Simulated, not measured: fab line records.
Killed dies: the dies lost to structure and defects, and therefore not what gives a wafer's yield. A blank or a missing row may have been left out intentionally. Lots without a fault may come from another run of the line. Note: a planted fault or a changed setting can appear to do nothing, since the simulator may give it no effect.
Which tool is to blame? :: flow sky130 :: 18 wafers from 6 lots sampled at 2 of the route's 708 steps

== WHAT THE GAUGES READ, wafer by wafer ==
SKY_LDD_LDN_OVL_MEAS_07.
lot: L568
measured: day 23 05:18
on: overlay-01
LDD_LDN_OVL (nm): -0.5 0.9 -0.1

lot: L570
measured: day 25 19:03
on: overlay-02
LDD_LDN_OVL (nm): - - -

lot: L573
measured: day 26 07:20
on: overlay-02
LDD_LDN_OVL (nm): 0.2 2.1 0.5

lot: L582
measured: day 28 12:44
on: overlay-02
LDD_LDN_OVL (nm): 0.4 0.8 2.7

lot: L584
measured: day 29 02:20
on: overlay-01
LDD_LDN_OVL (nm): 0.4 -0.3 -0.9

lot: L589
measured: day 30 18:38
on: overlay-02
LDD_LDN_OVL (nm): -0.8 1.5 0.3

== EACH LOT AND THE TOOL THAT RAN IT (in order: tool; ch and the chambers of the sampled wafers; start) ==
lot: L568
SKY_LDD_LDN_COAT_02: litho_track-02 ch 0, day 22 13:34

lot: L570
SKY_LDD_LDN_COAT_02: litho_track-04, day 25 04:06

lot: L573
SKY_LDD_LDN_COAT_02: litho_track-04 ch 0, day 25 16:38

lot: L582
SKY_LDD_LDN_COAT_02: litho_track-02 ch 0, day 27 22:02

lot: L584
SKY_LDD_LDN_COAT_02: litho_track-02 ch 0, day 28 11:32

lot: L589
SKY_LDD_LDN_COAT_02: litho_track-03 ch 0, day 30 04:28
- SKY_LDD_LDN_COAT_02: resist thk 1140 nm.

== THE ANSWER, worked out from the rows above alone ==
Rule: usual is defined by the lots themselves. The widest of any qualifying gaps counts: lots, ordered by their means at a reading, are off when they make up no more than a third of the lots, leave a main group of 4 or more, and stand apart from it by 3 or more times the standard deviation of that group's means. A main group is skipped when, at the precision printed for the reading in the tables above, its means are all equal. Also off: a lot with no number at a reading for which 4 or more lots have one. Where the step has rows for the other lots, those lots are counted as sound.
Off: at SKY_LDD_LDN_OVL_MEAS_07 (LDD_LDN_OVL), L570. Without a number there: L570. Mean 0.5 nm and standard deviation 0.57 in the main group.
If a tool, at a process step before that reading, ran all the lots that are off and no sound lot after the first of them, it fits. Gauges at SKY_LDD_LDN_OVL_MEAS_07: tried the same way as those tools. None of those tried fits.

== WHAT WAS PUT IN BY THE SIMULATOR ==
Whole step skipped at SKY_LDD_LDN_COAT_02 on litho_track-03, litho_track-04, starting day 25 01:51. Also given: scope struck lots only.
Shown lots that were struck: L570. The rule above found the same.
